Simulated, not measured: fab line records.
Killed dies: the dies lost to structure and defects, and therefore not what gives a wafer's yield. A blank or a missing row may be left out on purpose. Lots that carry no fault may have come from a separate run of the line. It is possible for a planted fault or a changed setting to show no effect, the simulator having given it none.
A lot that was struck, set against a sound lot ; flow sky130 ; 21 steps out of a route of 708
Sound: the wafers L206.3, L206.4, L206.5. Struck: wafer L223.6 (left out: L223.5, a lot-mate that was not struck); the cause follows at the end.
Per side, at each step with rows, come the tool, then ch with its chambers, and then its first start. Under that, the readings that differ: sound wafers ; struck wafers ; difference of the means ; sigmas: that difference in standard deviations of wafers without a fault.
alike: readings with means less than 2 such deviations apart, plus words and numbers identical on both sides. not compared: withheld readings, readings lacking a value on some wafer, bounds such as >300 that could conceal the same value, and numbers that have no deviation in the record and whose values overlap.
Wherever a step has rows on one side only, a row that says differs or no value, or a row with sigmas, the two part there. Numbers that don't overlap but have no deviation are shown without sigmas and don't part them. A reading missing from all wafers of one side parts the sides only when that side holds two or more wafers.

SKY_METAL1_SPUTTER_00: material Ti, target thk 15 nm, time 10 s.
  sound on pvdSputter-04 at day 33 04:32; struck on pvdSputter-02 at day 38 03:40
  alike: throttleValvePct
then, 1 step without rows for these wafers: SKY_METAL1_SPUTTER_01 (material TiN, target thk 20 nm, time 16.7 s).
SKY_METAL1_SPUTTER_02: material AlCu, target thk 250 nm, time 13.3 s.
  sound on pvdSputter-04 at day 33 04:35; struck on pvdSputter-02 at day 38 03:43
  alike: throttleValvePct
SKY_METAL1_SPUTTER_03: material Ti, target thk 5 nm, time 3.3 s.
  sound on pvdSputter-04 at day 33 04:36; struck on pvdSputter-02 at day 38 03:44
  alike: throttleValvePct
then, 1 step without rows for these wafers: SKY_METAL1_SPUTTER_04 (material TiN, target thk 70 nm, time 58.3 s).
SKY_METAL1_RS_MEAS_05: measures by four-point-probe.
  sound on filmMetro-01 at day 33 04:43; struck on filmMetro-04 at day 38 03:53
  alike: METAL1_ALCU_RS
SKY_METAL1_THK_MEAS_06: measures by xrf.
  sound on filmMetro-01 at day 33 04:49; struck on filmMetro-04 at day 38 03:58
  alike: METAL1_ALCU_THK
then, 5 steps without rows for these wafers: SKY_METAL1_DEHYDRATE_07 (time 60 s); SKY_METAL1_HMDS_08 (prime time 60 s); SKY_METAL1_COAT_09 (resist thk 60 nm); SKY_METAL1_COAT_10 (resist thk 450 nm); SKY_METAL1_SOFTBAKE_11 (time 90 s).
SKY_METAL1_EXPOSE_12: exposes mask MM1, target cd 140 nm.
  sound on krfScanner-02 ch 0, day 33 17:50; struck on krfScanner-02 ch 0, day 38 17:09
  alike: mask, focusOffsetNm
then, 2 steps without rows for these wafers: SKY_METAL1_PEB_13; SKY_METAL1_DEVELOP_14 (develop time 60 s).
SKY_METAL1_CD_MEAS_15: target cd 140 nm.
  sound on cdSem-01 at day 34 06:34; struck on cdSem-01 at day 39 05:41
reading;sound;struck;difference;sigmas
cdNm (nm);142.4 139.9 141.8;101.0;-40.4;-34
  not compared: hold
SKY_METAL1_OVL_MEAS_16:
  sound on overlay-01 at day 34 06:39; struck on overlay-02 at day 39 10:26
reading;sound;struck;difference;sigmas
hold;- - -;awaitDispo/4.7h/release;no value on the sound wafers;
  alike: METAL1_OVL
SKY_METAL1_DESCUM_17: chemistry O2, time 8 s.
  sound on rieMetal-02 ch 0,1, day 34 06:41; struck on rieMetal-01 ch 0, day 39 10:30
reading;sound;struck;difference;sigmas
model.METAL1.cdNm (nm);142.4 139.9 142.5;101;-41;
  alike: drypumpMotorCurrentA, oesProductAu
  not compared: rfHoursCounterH
SKY_METAL1_ETCH_18: etches BARC in N2/H2, stops on SiO2, time 45.9 s, target depth 60 nm.
  sound on rieMetal-02 ch 0,1, day 34 06:43; struck on rieMetal-01 ch 0, day 39 10:36
reading;sound;struck;difference;sigmas
throttleValvePct (%);13.205 13.211 13.224;13.232;+0.019;+2
  alike: drypumpMotorCurrentA, oesProductAu
  not compared: rfHoursCounterH
SKY_METAL1_METAL_ETCH_19: etches the open film in Cl2/BCl3, stops on SiO2, target depth 360 nm, time 78 s.
  sound on rieMetal-02 ch 0,1, day 34 06:48; struck on rieMetal-01 ch 0, day 39 10:46
reading;sound;struck;difference;sigmas
model.METAL1.cdNm (nm);142.7 141.1 142.9;104.1;-38.1;
  alike: drypumpMotorCurrentA, oesProductAu, throttleValvePct
  not compared: rfHoursCounterH
SKY_METAL1_STRIP_20: strips in O2/N2.
  sound on plasmaAsher-02 ch 0,1, day 34 06:53; struck on plasmaAsher-01 ch 1, day 39 10:53
  alike: drypumpMotorCurrentA, oesProductAu, stripTimeToEndpointS
  not compared: rfHoursCounterH

WHERE THEY PART
Earliest at SKY_METAL1_CD_MEAS_15; latest, in this record, at SKY_METAL1_ETCH_18. Later steps at which nothing parts them and some readings are alike: SKY_METAL1_METAL_ETCH_19, SKY_METAL1_STRIP_20.

WHY: the cause the simulator had injected
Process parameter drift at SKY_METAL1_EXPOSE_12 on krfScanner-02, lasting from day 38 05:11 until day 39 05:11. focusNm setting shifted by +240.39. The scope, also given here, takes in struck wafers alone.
